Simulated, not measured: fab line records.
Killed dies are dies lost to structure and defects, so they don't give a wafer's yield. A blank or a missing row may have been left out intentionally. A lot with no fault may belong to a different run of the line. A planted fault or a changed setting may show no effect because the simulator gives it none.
A struck lot beside a sound one    flow gf180mcu    16 steps out of a route of 602
Sound: the wafers L876.3, L876.4, L876.6. Wafers struck: L873.1, L873.5, L873.6. At the end, the cause is stated.
Each step with rows lists, per side, the tool, then ch with its chambers, then its first start. Under that, the readings that differ: sound wafers    struck wafers    difference of the means    sigmas: that difference in standard deviations of wafers without a fault.
alike: same words and numbers on both sides, and readings whose means sit less than 2 such deviations apart. not compared: any withheld reading, any reading some wafer has no value for, any bound like >300 that may hide the same value, and any number with overlapping values for which the record gives no deviation.
Wherever a step has rows on one side only, a row that says differs or no value, or a row with sigmas, the two part there. When numbers do not overlap yet have no deviation, they are printed without sigmas and do not part them. A reading missing from all wafers of one side parts the sides only when that side holds two or more wafers.

first, 6 steps without rows for these wafers: GF_M4_HMDS_08 (prime time 60 s); GF_M4_COAT_09 (resist thk 1000 nm); GF_M4_SOFTBAKE_10 (time 60 s); GF_M4_EXPOSE_11 (exposes mask Metal4, target cd 280 nm); GF_M4_PEB_12 (peb time 90 s); GF_M4_DEVELOP_13 (develop time 60 s).
GF_M4_CD_MEAS_14: target cd 280 nm.
  struck on cd-sem-02, day 27 00:49; sound on cd-sem-01, day 28 00:34
  alike: cd-nm
GF_M4_OVL_MEAS_15:
  struck on overlay-02, day 27 00:56; sound on overlay-02, day 28 00:39
  alike: M4_OVL
GF_M4_METAL_ETCH_16: etches the open film in Cl2/BCl3, stops on SiO2, target depth 627.5 nm, time 104.6 s.
  sound on rie-metal-01 ch 1, day 28 00:45; struck on rie-metal-02 ch 0,1, day 27 00:59
reading                      sound        struck       difference  sigmas
drypump-motor-current-A (A)  5.0 5.0 5.0  6.2 6.0 6.2  +1.1        +3
  alike: bias-w, oes-product-au, throttle-valve-pct
  not compared: rf-hours-counter-h
GF_M4_STRIP_17: strips in O2/N2.
  sound on plasma-asher-02 ch 0,1, day 28 00:56; struck on plasma-asher-01 ch 0,1, day 27 01:05
  alike: drypump-motor-current-A, heater-power-w, oes-product-au, strip-time-to-endpoint-s
  not compared: rf-hours-counter-h
then, 2 steps without rows for these wafers: GF_M4_STRIP_18 (strips in post etch residue remover, time 1200 s); GF_M4_CLEAN_19 (cleans in DIW).
GF_V4_CVD_00: deposits SiO2, target thk 600 nm, time 100 s.
  sound on hdpcvd-02 ch 0,1, day 28 01:32; struck on hdpcvd-01 ch 0,1, day 27 01:43
  alike: sih4-flow-sccm
GF_V4_THK_MEAS_01:
  struck on film-metro-04, day 27 01:47; sound on film-metro-04, day 28 01:38
reading             sound        struck       difference  sigmas
V4_CVD_00_THK (nm)  597 599 605  468 456 465  -137        -16
GF_V4_CVD_02: deposits SiO2 from TEOS, target thk 850 nm, time 94.851 s.
  sound on pecvd-02 ch 0,1, day 28 01:40; struck on pecvd-03 ch 0,1, day 27 01:51
  alike: heater-power-w
-- the record jumps here: 5 days lie between the struck wafers' starts before and after (it left off in module V4 and takes up again in module PASSIVATION, whose first step shown is number 602 of the route) --
GF_PASSIVATION_PROBE_99:
  struck on prober-02, day 32 01:32; sound on prober-01, day 32 21:26
  not compared: model.etest.tester.sort_bin_3_pct

WHERE THEY PART
At GF_M4_METAL_ETCH_16 first; at GF_V4_THK_MEAS_01 last (within this record only). Later steps at which nothing parts them and some readings are alike: GF_V4_CVD_02.

WHY: whatever the simulator had introduced
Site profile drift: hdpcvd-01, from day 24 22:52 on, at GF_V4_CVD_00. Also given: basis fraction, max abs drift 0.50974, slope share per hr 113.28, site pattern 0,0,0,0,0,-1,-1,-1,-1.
